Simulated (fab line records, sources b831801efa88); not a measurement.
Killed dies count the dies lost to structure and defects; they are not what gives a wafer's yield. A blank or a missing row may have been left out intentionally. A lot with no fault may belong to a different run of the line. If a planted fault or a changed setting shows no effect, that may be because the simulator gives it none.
The tool behind it: which one? | flow sky130 | 11 lots, 33 wafers sampled, at 5 steps of a route of 708

WHAT THE GAUGES READ, wafer by wafer
SKY_FIELD_ISO_BOW_MEAS_00. Usual: for INCOMING_BOW the level is 0 um and the standard deviation is 5.9.
lot  | measured    | on            | INCOMING_BOW (um) | flag
L559 | day 1 10:00 | film metro-02 | -6 17 -5          |
L560 | day 1 15:01 | film metro-01 | -2 4 -2           |
L561 | day 1 20:01 | film metro-01 | 1 6 3             |
L564 | day 2 11:02 | film metro-04 | -4 -3 -8          |
L565 | day 2 16:00 | film metro-04 | -5 4 0            |
L566 | day 2 21:01 | film metro-04 | 7 -3 5            |
L567 | day 3 02:01 | film metro-04 | 6 11 1            |
L573 | day 4 08:04 | film metro-04 | 16 7 -12          |
L576 | day 4 23:04 | film metro-02 | -3 2 3            |
L580 | day 5 19:00 | film metro-04 | 0 -1 3            |
L581 | day 6 00:01 | film metro-04 | 5 -13 -9          |

SKY_METAL1_CD_MEAS_15 targets a cd of 140 nm. Usual: cd nm at 140.0 nm, with a standard deviation of 1.2.
lot  | measured     | on        | cd nm (nm)        | flag
L559 | day 32 21:20 | cd sem-02 | 140.8 140.1 140.9 |
L560 | day 33 01:13 | cd sem-02 | 139.7 139.1 139.4 |
L561 | day 33 08:31 | cd sem-02 | 141.1 140.3 141.4 |
L564 | day 34 07:35 | cd sem-02 | 138.6 139.4 140.2 |
L565 | day 35 18:38 | cd sem-02 | 139.3 138.6 140.6 |
L566 | day 35 19:31 | cd sem-01 | 140.2 141.4 140.4 |
L567 | day 35 19:58 | cd sem-02 | 140.2 139.0 138.6 |
L573 | day 37 03:03 | cd sem-02 | 139.5 137.1 138.1 |
L576 | day 37 22:37 | cd sem-01 | 140.1 140.9 141.3 |
L580 | day 39 04:44 | cd sem-01 | 140.8 140.4 139.7 |
L581 | day 39 12:07 | cd sem-02 | 139.5 139.6 139.6 |

WHICH TOOL RAN EACH LOT (tool, then ch and the chambers of the sampled wafers, then the start)
lot  | SKY_GATE_OXIDE_STRIP_13              | SKY_POLY_GATE_ETCH_16              | SKY_POLY_GATE_STRIP_18
L559 | plasma asher-01 ch 0,1, day 13 17:33 | rie diel-03 ch 0,1,2, day 16 09:38 | plasma asher-04 ch 0,1, day 16 09:47
L560 | plasma asher-03 ch 0,1, day 14 01:14 | rie diel-03 ch 1,2,3, day 16 14:59 | plasma asher-04 ch 0,1, day 16 15:08
L561 | plasma asher-01 ch 0,1, day 14 13:05 | rie diel-03 ch 0,2,3, day 17 03:20 | plasma asher-02 ch 0,1, day 17 03:29
L564 | plasma asher-03 ch 0,1, day 15 13:10 | rie diel-01 ch 0,1, day 18 03:36   | plasma asher-04 ch 0,1, day 18 03:47
L565 | plasma asher-01 ch 0,1, day 16 07:44 | rie diel-03 ch 0,2,3, day 19 07:29 | plasma asher-02 ch 0,1, day 19 07:38
L566 | plasma asher-01 ch 1, day 16 06:52   | rie diel-01 ch 1,2,3, day 19 07:50 | plasma asher-04 ch 1, day 19 07:59
L567 | plasma asher-03 ch 0,1, day 16 19:37 | rie diel-01 ch 0,1,2, day 19 14:02 | plasma asher-02 ch 0,1, day 19 14:11
L573 | plasma asher-03 ch 0,1, day 18 13:13 | rie diel-03 ch 0,3, day 21 08:50   | plasma asher-02 ch 0,1, day 21 09:01
L576 | plasma asher-01 ch 0,1, day 19 17:13 | rie diel-02 ch 0,1,2, day 22 11:06 | plasma asher-03 ch 0,1, day 22 11:17
L580 | plasma asher-01 ch 0,1, day 21 06:14 | rie diel-03 ch 1,2,3, day 24 00:14 | plasma asher-02 ch 0,1, day 24 00:23
L581 | plasma asher-02 ch 0,1, day 21 12:44 | rie diel-01 ch 1,2,3, day 24 07:21 | plasma asher-03 ch 1, day 24 07:31
- SKY_GATE_OXIDE_STRIP_13: strips in O2/N2.
- SKY_POLY_GATE_ETCH_16: etches Si3N4 in CH3F/O2, stops on poly-Si, time 147.5 s, target depth 75 nm.
- SKY_POLY_GATE_STRIP_18: strips in O2/N2.

AS READ BY THE TOOLS THEMSELVES (means over the sampled wafers that have a number; for cases with no such wafer, the mark the record gives instead)
SKY_GATE_OXIDE_STRIP_13. Usual: drypump motor current A 5.5 A, standard deviation 0.38; oes product au 0.715 a.u., standard deviation 0.0049; strip time to endpoint s 14.16 s, standard deviation 0.039.
lot  | tool            | drypump motor current A (A) | oes product au (a.u.) | strip time to endpoint s (s) | flag
L559 | plasma asher-01 | 5.5                         | 0.714                 | 14.20                        |
L560 | plasma asher-03 | 5.9                         | 0.718                 | 14.24                        |
L561 | plasma asher-01 | 5.5                         | 0.713                 | 14.18                        |
L564 | plasma asher-03 | 5.9                         | 0.714                 | 14.14                        |
L565 | plasma asher-01 | 5.5                         | 0.713                 | 14.19                        |
L566 | plasma asher-01 | 5.5                         | 0.714                 | 14.17                        |
L567 | plasma asher-03 | 5.9                         | 0.715                 | 14.16                        |
L573 | plasma asher-03 | 5.7                         | 0.720                 | 14.17                        |
L576 | plasma asher-01 | 5.5                         | 0.712                 | 14.16                        |
L580 | plasma asher-01 | 5.4                         | 0.714                 | 14.14                        |
L581 | plasma asher-02 | 5.1                         | 0.710                 | 14.19                        |

SKY_POLY_GATE_ETCH_16. Usual: ch3f flow sccm 39.98 sccm, standard deviation 0.13; drypump motor current A 5.5 A, standard deviation 0.36; oes product au 0.640 a.u., standard deviation 0.0051; rf fwd power W 398.4 W, standard deviation 1.4; throttle valve pct 10.535 %, standard deviation 0.01.
lot  | tool        | ch3f flow sccm (sccm) | drypump motor current A (A) | oes product au (a.u.) | rf fwd power W (W) | throttle valve pct (%) | flag
L559 | rie diel-03 | 39.93                 | 5.6                         | 0.645                 | 398.0              | 10.532                 |
L560 | rie diel-03 | 39.98                 | 5.7                         | 0.641                 | 398.5              | 10.532                 |
L561 | rie diel-03 | 40.02                 | 5.5                         | 0.638                 | 398.2              | 10.545                 |
L564 | rie diel-01 | 39.84                 | 5.4                         | 0.638                 | 397.4              | 10.531                 |
L565 | rie diel-03 | 39.94                 | 5.5                         | 0.640                 | 398.7              | 10.542                 |
L566 | rie diel-01 | 39.96                 | 5.4                         | 0.642                 | 334.7              | 10.527                 | OFF
L567 | rie diel-01 | 39.89                 | 5.5                         | 0.638                 | 333.9              | 10.538                 | OFF
L573 | rie diel-03 | 40.02                 | 5.3                         | 0.645                 | 397.4              | 10.535                 |
L576 | rie diel-02 | 40.05                 | 5.8                         | 0.641                 | 398.7              | 10.533                 |
L580 | rie diel-03 | 39.91                 | 5.7                         | 0.642                 | 398.2              | 10.541                 |
L581 | rie diel-01 | 39.95                 | 5.4                         | 0.639                 | 398.0              | 10.529                 |

SKY_POLY_GATE_STRIP_18. Usual: drypump motor current A 5.4 A, standard deviation 0.46; oes product au 0.358 a.u., standard deviation 0.0047; strip time to endpoint s 3.10 s, standard deviation 0.031.
lot  | tool            | drypump motor current A (A) | oes product au (a.u.) | strip time to endpoint s (s) | flag
L559 | plasma asher-04 | 5.4                         | 0.361                 | 3.15                         |
L560 | plasma asher-04 | 5.4                         | 0.358                 | 3.10                         |
L561 | plasma asher-02 | 5.5                         | 0.363                 | 3.14                         |
L564 | plasma asher-04 | 5.5                         | 0.359                 | 3.11                         |
L565 | plasma asher-02 | 5.0                         | 0.353                 | 3.10                         |
L566 | plasma asher-04 | 5.0                         | 0.362                 | 3.17                         |
L567 | plasma asher-02 | 5.1                         | 0.361                 | 3.20                         | OFF
L573 | plasma asher-02 | 5.1                         | 0.355                 | 3.10                         |
L576 | plasma asher-03 | 5.7                         | 0.359                 | 3.12                         |
L580 | plasma asher-02 | 5.1                         | 0.359                 | 3.11                         |
L581 | plasma asher-03 | 5.6                         | 0.356                 | 3.08                         |

THE ANSWER, worked out from the rows above alone
Rule: take the mean of a lot's wafers that have a number; if it is more than 3 standard deviations from the usual mean, the lot is off. A lot without any number at a reading at which 4 lots or more have one is off too. Where the step has rows for the other lots, those lots are counted as sound. First the gauges in route order, then the tools' own readings, where a lot's mean is used as printed above. The first step at which some lot is off is used, and at that step the reading that is off furthest; a lot without a number counts as furthest.
Off: L566, L567, at SKY_POLY_GATE_ETCH_16 (rf fwd power W).
If a tool, at that step or one of the process steps before it, ran each lot that is off and ran no sound lot following the first of them, it fits. Of those tried, none fits.

WHAT WAS PUT IN BY THE SIMULATOR
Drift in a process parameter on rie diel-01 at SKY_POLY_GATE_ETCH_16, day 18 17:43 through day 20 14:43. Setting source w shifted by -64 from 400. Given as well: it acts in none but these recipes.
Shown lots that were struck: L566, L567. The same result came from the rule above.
